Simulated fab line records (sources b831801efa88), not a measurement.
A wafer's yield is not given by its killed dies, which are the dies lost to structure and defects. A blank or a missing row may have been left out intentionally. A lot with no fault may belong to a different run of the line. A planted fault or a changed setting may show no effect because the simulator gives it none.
The tool behind it: which one? | flow gf180mcu | 42 wafers from 14 lots sampled at 2 of the route's 602 steps

## WHAT THE GAUGES SHOWED, per wafer
GF_MIM_THK_MEAS_11: measures by xrf.
lot  | measured     | on            | MIM_ALCU_THK (nm)
L564 | day 24 18:47 | film-metro-04 | 201 201 203
L566 | day 25 07:07 | film-metro-04 | 199 206 202
L567 | day 25 08:02 | film-metro-01 | 202 204 201
L570 | day 26 21:01 | film-metro-02 | 190 194 194
L571 | day 27 10:04 | film-metro-01 | 196 197 195
L576 | day 28 18:01 | film-metro-02 | 194 191 194
L577 | day 28 21:30 | film-metro-02 | 197 197 198
L579 | day 29 08:20 | film-metro-02 | 197 200 197
L578 | day 29 10:52 | film-metro-04 | 197 198 198
L580 | day 29 15:19 | film-metro-04 | 198 198 198
L581 | day 29 23:20 | film-metro-04 | 194 196 196
L585 | day 30 21:34 | film-metro-02 | 194 195 194
L586 | day 31 00:56 | film-metro-04 | 200 200 200
L587 | day 31 07:19 | film-metro-02 | 193 192 193

GF_M5_CD_MEAS_07: target cd 280 nm.
lot  | measured     | on        | cd-nm (nm)
L564 | day 26 12:58 | cd-sem-01 | 279.8 281.5 280.5
L566 | day 27 00:58 | cd-sem-01 | 278.9 279.2 279.3
L567 | day 27 01:19 | cd-sem-02 | 281.5 280.9 281.6
L570 | day 28 12:58 | cd-sem-01 | 279.3 280.2 279.2
L571 | day 29 01:11 | cd-sem-01 | 280.9 281.8 282.4
L576 | day 30 07:15 | cd-sem-01 | 279.7 280.9 279.9
L577 | day 30 11:58 | cd-sem-02 | 281.6 282.2 282.1
L579 | day 30 21:37 | cd-sem-02 | 281.5 281.7 282.5
L578 | day 31 00:03 | cd-sem-02 | 280.0 280.2 280.7
L580 | day 31 03:13 | cd-sem-02 | 280.8 280.2 281.2
L581 | day 31 11:47 | cd-sem-02 | 281.0 280.1 280.0
L585 | day 32 08:14 | cd-sem-01 | 277.8 279.3 280.5
L586 | day 32 11:28 | cd-sem-01 | 280.0 279.8 279.1
L587 | day 32 17:01 | cd-sem-01 | 282.0 280.8 282.1

## TOOL THAT RAN EACH LOT (tool first, then ch and the chambers of the sampled wafers, then the start)
The record holds no process step before these readings.

## AS READ BY THE TOOLS THEMSELVES (means over the sampled wafers that have a number; for cases with no such wafer, the mark the record gives instead)
The record holds no such reading with a usual standard deviation.

## THE ANSWER, worked out from the rows above alone
Rule: the lots themselves supply what counts as usual. Put in order of their means at a reading, lots are off if they are a third of the lots or fewer, leave a main group of 4 or more, and stand apart from it by a gap of 3 or more times the standard deviation of the main group's means; of several such gaps the widest counts. Not used: any main group whose means are identical at the precision the tables above print for the reading. Also off: a lot with no number at a reading for which 4 or more lots have one. All remaining lots with rows at the step are treated as sound. First the gauges in route order, then the tools' own readings, where a lot's mean is used as printed above. At the first step where some lot is off, the reading lying furthest off is the one used; lots without a number count as furthest.
Across all readings shown, no lot is off: no conclusion can be drawn from this.

## WHAT THE SIMULATOR HAD INSERTED
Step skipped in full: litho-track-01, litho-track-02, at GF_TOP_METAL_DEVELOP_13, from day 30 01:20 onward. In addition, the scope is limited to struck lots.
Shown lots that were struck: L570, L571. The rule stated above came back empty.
